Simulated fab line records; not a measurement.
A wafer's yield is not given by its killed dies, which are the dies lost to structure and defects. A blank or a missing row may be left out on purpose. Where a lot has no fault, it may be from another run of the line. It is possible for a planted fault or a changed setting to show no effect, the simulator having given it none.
What tool caused it?    flow sky130    14 lots with 39 wafers sampled at 5 steps, on a route of 708 steps

== WHAT EACH GAUGE READ, for each wafer ==
SKY_VT_ADJUST_HVTR_OVL_MEAS_08.
lot   measured      on          VT_ADJUST_HVTR_OVL (nm)
L152  day 9 13:16   overlay-02  -1.5 0.3 -1.2
L153  day 9 19:33   overlay-01  0.3 0.0 -1.2
L154  day 10 00:50  overlay-01  1.7 0.0 2.1
L159  day 11 13:57  overlay-02  -3.5 -3.8
L161  day 12 04:49  overlay-02  1.3 0.8
L162  day 12 14:10  overlay-02  0.7 1.1
L166  day 13 19:08  overlay-01  2.3 2.6 1.5
L168  day 14 09:27  overlay-02  -3.3 -2.9 -2.9
L169  day 14 21:17  overlay-02  1.2 -0.6 0.5
L170  day 14 23:01  overlay-01  -1.6 0.2 -0.1
L171  day 15 10:38  overlay-01  -1.0 0.0 -0.7
L172  day 15 11:56  overlay-01  0.1 1.4 1.5
L174  day 16 05:32  overlay-02  0.3 0.4 -0.9
L175  day 16 13:27  overlay-01  -1.4 -0.5 -1.8

SKY_SONOS_TUNNEL_OVL_MEAS_08.
lot   measured      on          SONOS_TUNNEL_OVL (nm)
L152  day 11 10:11  overlay-01  -1.1 0.8 -0.5
L153  day 11 18:03  overlay-02  -0.6 0.5 -0.1
L154  day 11 23:40  overlay-01  0.0 -0.5 -0.9
L159  day 13 15:24  overlay-02  2.8 2.3
L161  day 14 07:44  overlay-02  -0.8 -1.2
L162  day 14 17:43  overlay-01  0.3 -1.0
L166  day 16 01:43  overlay-02  0.5 -0.1 1.1
L168  day 16 16:11  overlay-01  1.1 2.6 2.3
L169  day 17 06:02  overlay-02  -0.2 0.3 -0.6
L170  day 17 08:35  overlay-01  -0.8 0.6 -0.5
L171  day 17 19:59  overlay-01  1.6 1.7 2.8
L172  day 17 21:14  overlay-01  0.9 0.5 1.9
L174  day 18 17:05  overlay-02  -0.3 -1.0 0.7
L175  day 19 00:41  overlay-02  1.6 2.6 1.9

SKY_LDD_HVN_OVL_MEAS_07.
lot   measured      on          LDD_HVN_OVL (nm)
L152  day 20 08:19  overlay-02  0.7 -1.2 0.7
L153  day 20 13:19  overlay-01  0.6 0.7 3.0
L154  day 20 21:32  overlay-02  1.4 1.1 1.6
L159  day 23 01:43  overlay-02  2.5 2.1
L161  day 23 19:51  overlay-02  -0.3 -0.1
L162  day 24 06:51  overlay-01  2.8 3.3
L166  day 25 18:30  overlay-02  1.2 -0.6 1.4
L168  day 26 05:01  overlay-02  0.3 -1.1 -0.3
L169  day 26 16:19  overlay-02  1.1 1.4 -0.9
L170  day 26 21:37  overlay-02  -0.6 -1.1 0.3
L171  day 27 12:15  overlay-02  1.1 2.1 2.0
L172  day 27 08:15  overlay-02  -2.5 -1.2 -0.8
L174  day 28 02:19  overlay-01  -0.3 -0.4 -0.6
L175  day 28 08:38  overlay-01  3.3 1.3 1.0

SKY_LDD_HVP_TW_MEAS_10.
lot   measured      on             LDD_HVP_TW
L152  day 21 14:35  film_metro-02  452 454 454
L153  day 21 20:31  film_metro-01  459 461 462
L154  day 22 04:38  film_metro-01  459 460 457
L159  day 24 08:01  film_metro-03  476 480
L161  day 25 01:36  film_metro-01  458 479
L162  day 25 12:42  film_metro-01  463 479
L166  day 26 23:38  film_metro-03  458 457 457
L168  day 27 10:28  film_metro-03  456 457 456
L169  day 27 20:44  film_metro-03  459 456 458
L170  day 28 03:16  film_metro-01  463 461 461
L171  day 28 17:03  film_metro-02  451 451 454
L172  day 28 13:08  film_metro-01  463 463 462
L174  day 29 06:59  film_metro-03  452 454 453
L175  day 29 12:44  film_metro-02  449 454 454

== EACH LOT AND THE TOOL THAT RAN IT (in order: tool; ch and the chambers of the sampled wafers; start) ==
lot   SKY_LDD_HVP_IMPLANT_08
L152  implanter-04 ch 0, day 21 14:20
L153  implanter-01 ch 0, day 21 20:19
L154  implanter-01 ch 0, day 22 04:23
L159  implanter-03 ch 0, day 24 07:49
L161  implanter-03 ch 0, day 25 01:22
L162  implanter-03 ch 0, day 25 12:28
L166  implanter-04 ch 0, day 26 23:23
L168  implanter-01 ch 0, day 27 10:16
L169  implanter-04 ch 0, day 27 20:29
L170  implanter-01 ch 0, day 28 03:02
L171  implanter-04 ch 0, day 28 16:49
L172  implanter-03 ch 0, day 28 12:53
L174  implanter-04 ch 0, day 29 06:44
L175  implanter-04 ch 0, day 29 12:29
- SKY_LDD_HVP_IMPLANT_08

== WHAT THE TOOLS THEMSELVES READ (means of the sampled wafers that have a number; where no wafer has one, the mark that the record gives instead) ==
SKY_LDD_HVP_IMPLANT_08.
lot   tool          beam_on_s (s)  faraday_current_uA
L152  implanter-04  9.98           96.1
L153  implanter-01  10.03          95.5
L154  implanter-01  9.94           96.5
L159  implanter-03  11.38          84.5
L161  implanter-03  10.55          90.8
L162  implanter-03  10.68          90.0
L166  implanter-04  10.28          93.3
L168  implanter-01  9.92           96.7
L169  implanter-04  10.11          94.9
L170  implanter-01  10.17          94.0
L171  implanter-04  9.89           96.9
L172  implanter-03  10.06          95.3
L174  implanter-04  9.88           96.9
L175  implanter-04  10.02          95.7

== THE ANSWER, worked out from the rows above alone ==
Rule: the usual values come from the lots themselves. The widest of any qualifying gaps counts: lots, ordered by their means at a reading, are off when they make up no more than a third of the lots, leave a main group of 4 or more, and stand apart from it by 3 or more times the standard deviation of that group's means. If all means in a main group match to the digits the tables above print for the reading, that group is not used. Also off: a lot with no number at a reading for which 4 or more lots have one. Where the step has rows for the other lots, those lots are counted as sound. After the gauges, taken in route order, come the tools' own readings; for these a lot's mean is taken, as printed above. The first step at which some lot is off is used, and at that step the reading that is off furthest; a lot without a number counts as furthest.
Across all readings shown, no lot is off: no conclusion can be drawn from this.

== WHAT THE SIMULATOR PUT IN ==
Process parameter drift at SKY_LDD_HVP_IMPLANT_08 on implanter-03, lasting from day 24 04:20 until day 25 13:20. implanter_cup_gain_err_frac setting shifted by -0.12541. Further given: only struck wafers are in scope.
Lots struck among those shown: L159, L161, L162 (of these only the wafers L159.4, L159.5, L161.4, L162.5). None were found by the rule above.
